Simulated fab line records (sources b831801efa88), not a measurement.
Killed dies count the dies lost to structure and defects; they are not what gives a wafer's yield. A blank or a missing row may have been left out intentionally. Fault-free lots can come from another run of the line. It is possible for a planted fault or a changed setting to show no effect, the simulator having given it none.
Chamber matching + flow gf180mcu + 3 sister chambers for GF_HV_LDD_ETCHBACK_58 on rie diel-01
The step etches Si3N4 in CH3F/O2, stops on SiO2, time 100 s, target depth 90 nm. 14 wafers are shown with their chamber, then 4 later ones without.

WAFERS PAIRED WITH THEIR CHAMBERS
| wafer  | chamber | drypump motor current A (A) | throttle valve pct (%) | oes product au (a.u.) |
|--------|---------|-----------------------------|------------------------|-----------------------|
| L477.2 | 3       | 5.0                         | 10.564                 | 0.849                 |
| L477.5 | 1       | 5.0                         | 10.550                 | 0.857                 |
| L477.6 | 2       | 4.8                         | 10.554                 | 0.846                 |
| L481.2 | 1       | 5.0                         | 10.560                 | 0.861                 |
| L481.4 | 3       | 5.0                         | 10.566                 | 0.839                 |
| L481.6 | 2       | 4.8                         | 10.557                 | 0.841                 |
| L494.2 | 1       | 5.0                         | 10.548                 | 0.844                 |
| L494.3 | 2       | 4.8                         | 10.562                 | 0.846                 |
| L494.4 | 3       | 5.0                         | 10.563                 | 0.851                 |
| L496.3 | 1       | 5.0                         | 10.549                 | 0.840                 |
| L496.5 | 1       | 5.1                         | 10.566                 | 0.841                 |
| L496.6 | 2       | 4.8                         | 10.563                 | 0.837                 |
| L498.2 | 1       | 5.0                         | 10.553                 | 0.843                 |
| L498.3 | 2       | 4.8                         | 10.544                 | 0.835                 |

SIGNATURES (means of the wafers above)
| reading                 | chamber 1 | chamber 2 | chamber 3 | scatter within a chamber |
|-------------------------|-----------|-----------|-----------|--------------------------|
| drypump motor current A | 5.017     | 4.800     | 5.000     | 0.0275                   |
| throttle valve pct      | 10.55433  | 10.55600  | 10.56433  | 0.00671                  |
| oes product au          | 0.84767   | 0.84100   | 0.84633   | 0.00731                  |
Rule: for each reading, subtract the chamber's mean from the wafer's reading, divide by that reading's scatter and square the result; add these up over the readings and take the root, which gives the wafer's distance from the chamber. The wafer belongs to the nearest chamber; if the next one is less than 2 further off, it can't be placed. How the scatter is found: for the shown wafers, subtract from each reading the mean of its chamber, square and add these, divide the total by (wafers less chambers), then take the root.

WAFERS WHOSE CHAMBER IS MISSING
| wafer  | drypump motor current A (A) | throttle valve pct (%) | oes product au (a.u.) |
|--------|-----------------------------|------------------------|-----------------------|
| L499.1 | 5.0                         | 10.559                 | 0.842                 |
| L499.6 | 5.0                         | 10.549                 | 0.840                 |
| L500.1 | 5.0                         | 10.562                 | 0.848                 |
| L500.4 | 5.0                         | 10.566                 | 0.839                 |

EACH ONE'S CHAMBER
| wafer  | from the rows above     | in truth |
|--------|-------------------------|----------|
| L499.1 | can't be placed: 3 or 1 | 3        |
| L499.6 | can't be placed: 1 or 3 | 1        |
| L500.1 | can't be placed: 3 or 1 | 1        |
| L500.4 | can't be placed: 3 or 1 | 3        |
Correctly placed: 0 of 4. Cannot be placed on the basis of these rows: 4; the candidates contain the true chamber in 4. Wrongly placed: 0.
